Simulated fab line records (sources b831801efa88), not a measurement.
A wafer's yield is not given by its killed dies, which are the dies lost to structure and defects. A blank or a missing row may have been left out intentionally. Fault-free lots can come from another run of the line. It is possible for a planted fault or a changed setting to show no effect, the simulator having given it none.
Shared-tool check | flow gf180mcu | Sample size 12 lots and 36 wafers

## WHY IT WAS OPENED
At GF_M2_CD_MEAS_14 the reading cd nm is flagged on 2 of 12 lots. Wafers without a fault read 280.0 nm, standard deviation 1.2.
Rule: a lot is flagged when every wafer of it that has a number lies more than 4 standard deviations from that mean, or none has a number. The rest of the lots are taken to be sound.

lot  | measured     | on        | cd nm (nm), wafer by wafer | flag
L716 | day 18 22:16 | cd sem-01 | 279.5 279.7 279.4          |
L718 | day 19 22:10 | cd sem-01 | 278.9 277.7 277.6          |
L719 | day 20 09:05 | cd sem-01 | 278.6 279.1 278.5          |
L722 | day 21 14:26 | cd sem-02 | 282.2 282.1 281.0          |
L723 | day 21 20:56 | cd sem-02 | 281.4 282.0 282.6          |
L726 | day 22 23:41 | cd sem-01 | 279.7 279.4 278.2          |
L727 | day 23 08:40 | cd sem-02 | 291.3 290.8 289.5          | FLAGGED
L728 | day 23 16:49 | cd sem-02 | 289.7 289.5 288.9          | FLAGGED
L736 | day 26 07:50 | cd sem-01 | 276.8 278.9 278.5          |
L737 | day 26 11:40 | cd sem-01 | 281.0 281.8 282.2          |
L738 | day 26 17:44 | cd sem-02 | 280.8 279.5 280.3          |
L739 | day 27 04:32 | cd sem-02 | 280.9 280.5 280.7          |
On average the flagged lots' numbers are 289.9 nm, which is +9.9 nm against the usual, or +8 standard deviations.

## LOT BY LOT: THE TOOL USED
2 process steps preceding the reading are held in the record, out of 602 steps in the route. Every cell lists first the tool, next ch and the chambers used by the sampled wafers, and last the start.
lot  | flag    | GF_V1_SPUTTER_21             | GF_M2_SOFTBAKE_10
L716 |         | pvd sputter-03, day 17 22:17 | litho track-01 ch 0, day 18 10:59
L718 |         | pvd sputter-04, day 18 21:50 | litho track-01 ch 0, day 19 10:40
L719 |         | pvd sputter-04, day 19 07:45 | litho track-02 ch 0, day 19 20:11
L722 |         | pvd sputter-03, day 20 13:46 | litho track-03 ch 0, day 21 02:31
L723 |         | pvd sputter-02, day 20 20:22 | litho track-01 ch 0, day 21 09:28
L726 |         | pvd sputter-04, day 21 23:46 | litho track-01 ch 0, day 22 12:40
L727 | FLAGGED | pvd sputter-02, day 22 08:29 | litho track-01 ch 0, day 22 20:46
L728 | FLAGGED | pvd sputter-02, day 22 17:20 | litho track-01 ch 0, day 23 05:32
L736 |         | pvd sputter-04, day 25 09:31 | litho track-03 ch 0, day 25 20:50
L737 |         | pvd sputter-02, day 25 14:34 | litho track-02 ch 0, day 26 01:20
L738 |         | pvd sputter-04, day 25 19:34 | litho track-03 ch 0, day 26 07:20
L739 |         | pvd sputter-02, day 26 07:11 | litho track-01 ch 0, day 26 18:10
What these steps do:
- GF_V1_SPUTTER_21: material Ti, target thk 15 nm, time 80.02 s.
- GF_M2_SOFTBAKE_10: time 60 s.
- GF_M2_CD_MEAS_14: target cd 280 nm.

## FLAGGED AGAINST TOTAL, ONE TOOL AT A TIME (gauges that did the reading follow at the end)
step              | tool           | lots run | flagged | share of the flagged lots | sound lots run after its first flagged lot
GF_V1_SPUTTER_21  | pvd sputter-02 | 5        | 2       | all                       | 2 (L737,L739)
GF_V1_SPUTTER_21  | pvd sputter-03 | 2        | 0       | none                      | -
GF_V1_SPUTTER_21  | pvd sputter-04 | 5        | 0       | none                      | -
GF_M2_SOFTBAKE_10 | litho track-01 | 7        | 2       | all                       | 1 (L739)
GF_M2_SOFTBAKE_10 | litho track-02 | 2        | 0       | none                      | -
GF_M2_SOFTBAKE_10 | litho track-03 | 3        | 0       | none                      | -
GF_M2_CD_MEAS_14  | cd sem-01      | 6        | 0       | none                      | -
GF_M2_CD_MEAS_14  | cd sem-02      | 6        | 2       | all                       | 2 (L738,L739)

## WHAT THE TABLE PERMITS
3 rows of the table ran every flagged lot: pvd sputter-02 at GF_V1_SPUTTER_21, litho track-01 at GF_M2_SOFTBAKE_10, cd sem-02 at GF_M2_CD_MEAS_14.
- pvd sputter-02 at GF_V1_SPUTTER_21: 2 of its 5 lots flagged. After the first flagged lot (L737, L739), sound lots still ran on it; a lasting fault on the whole tool would not permit that.
- litho track-01 at GF_M2_SOFTBAKE_10: 2 of its 7 lots flagged. After the first flagged lot (L739), sound lots still ran on it; a lasting fault on the whole tool would not permit that. Its own readings (heater power total W, plate temp C) fall more than 4 standard deviations out on all wafers of the flagged lots.
- cd sem-02 at GF_M2_CD_MEAS_14: 2 of its 6 lots flagged. After the first flagged lot (L738, L739), sound lots still ran on it; a lasting fault on the whole tool would not permit that.
Every row of the table either missed a flagged lot or ran a sound lot after the first.

## WHAT THE SIMULATOR HAD INSERTED
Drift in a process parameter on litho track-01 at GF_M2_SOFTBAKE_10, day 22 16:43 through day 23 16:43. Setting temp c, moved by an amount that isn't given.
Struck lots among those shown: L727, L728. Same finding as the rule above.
